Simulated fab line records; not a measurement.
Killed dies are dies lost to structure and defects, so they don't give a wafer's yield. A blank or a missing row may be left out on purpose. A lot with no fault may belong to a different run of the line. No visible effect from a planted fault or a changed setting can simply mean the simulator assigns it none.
Check of tool commonality -- flow gf180mcu -- Lots sampled 13, wafers sampled 42

== REASON IT WAS OPENED ==
On 1 of the 13 lots, a flag is raised at GF_STI_CD_MEAS_12 on the reading cd nm. No-fault wafers: 220.3 nm, standard deviation 1.1.
Rule: a lot is flagged in two cases, either no wafer of it has a number, or all its wafers with numbers fall more than 4 standard deviations from that mean. The other lots count as sound.

lot,measured,on,"cd nm (nm), wafer by wafer",flag
L959,day 2 02:44,cd sem-01,219.2 220.4 219.1,
L960,day 2 08:02,cd sem-01,219.2 220.5 220.0,
L962,day 2 15:59,cd sem-01,221.4 220.7 222.9,
L965,day 3 08:26,cd sem-02,221.9 221.1 222.1,
L967,day 3 19:54,cd sem-02,175.5 175.9 175.8 175.7 175.7 175.5,FLAGGED
L970,day 4 12:25,cd sem-01,221.6 222.5 222.0,
L972,day 4 20:38,cd sem-02,218.7 218.9 219.2,
L973,day 5 02:14,cd sem-02,222.0 220.6 222.4,
L974,day 5 07:23,cd sem-02,221.0 220.8 220.8,
L978,day 6 03:46,cd sem-02,221.0 219.5 219.8,
L979,day 6 08:31,cd sem-02,219.6 220.1 220.0,
L980,day 6 13:53,cd sem-01,218.6 219.5 220.6,
L982,day 7 00:08,cd sem-02,219.6 220.5 221.8,
Average over the flagged lots: 175.7 nm; offset from the usual -44.6 nm, equal to -41 standard deviations.

== WHICH TOOL EACH LOT WENT THROUGH ==
The record keeps 1 process step preceding the reading, out of 602 steps on the route. Read each cell as the tool, then ch plus the chambers that the sampled wafers visited, then the start.
lot,flag,GF_STI_EXPOSE_09
L959,,"krf scanner-02 ch 0, day 1 20:37"
L960,,"krf scanner-01 ch 0, day 2 02:08"
L962,,"krf scanner-02 ch 0, day 2 10:02"
L965,,"krf scanner-02 ch 0, day 3 02:01"
L967,FLAGGED,"krf scanner-01 ch 0, day 3 13:48"
L970,,"krf scanner-01 ch 0, day 4 05:29"
L972,,"krf scanner-01 ch 0, day 4 13:54"
L973,,"krf scanner-01 ch 0, day 4 19:25"
L974,,"krf scanner-02 ch 0, day 5 00:14"
L978,,"krf scanner-01 ch 0, day 5 20:31"
L979,,"krf scanner-01 ch 0, day 6 01:10"
L980,,"krf scanner-01 ch 0, day 6 06:18"
L982,,"krf scanner-02 ch 0, day 6 16:38"
What these steps do:
- GF_STI_EXPOSE_09: exposes mask COMP, target cd 220 nm.
- GF_STI_CD_MEAS_12: target cd 220 nm.

== FLAGGED OVER TOTAL, TOOL BY TOOL (the gauges that took the reading come last) ==
step,tool,lots run,flagged,share of the flagged lots,sound lots run after its first flagged lot
GF_STI_EXPOSE_09,krf scanner-01,8,1,all,"6 (L970,L972,L973,L978,L979,L980)"
GF_STI_EXPOSE_09,krf scanner-02,5,0,none,-
GF_STI_CD_MEAS_12,cd sem-01,5,0,none,-
GF_STI_CD_MEAS_12,cd sem-02,8,1,all,"6 (L972,L973,L974,L978,L979,L982)"

== WHAT THE TABLE ALLOWS ==
Rows of the table that ran all the flagged lots, 2 in number: krf scanner-01 at GF_STI_EXPOSE_09; cd sem-02 at GF_STI_CD_MEAS_12.
- krf scanner-01 at GF_STI_EXPOSE_09 ran 8 lots, 1 of them flagged. Sound lots followed the first flagged one (L970, L972, L973, L978, L979, L980) on it, something a lasting fault affecting the whole tool could not allow.
- cd sem-02 at GF_STI_CD_MEAS_12 ran 8 lots, 1 of them flagged. Sound lots followed the first flagged one (L972, L973, L974, L978, L979, L982) on it, something a lasting fault affecting the whole tool could not allow.
None of the table's rows ran every flagged lot and, after the first, no sound lot.

== WHAT WAS PUT IN BY THE SIMULATOR ==
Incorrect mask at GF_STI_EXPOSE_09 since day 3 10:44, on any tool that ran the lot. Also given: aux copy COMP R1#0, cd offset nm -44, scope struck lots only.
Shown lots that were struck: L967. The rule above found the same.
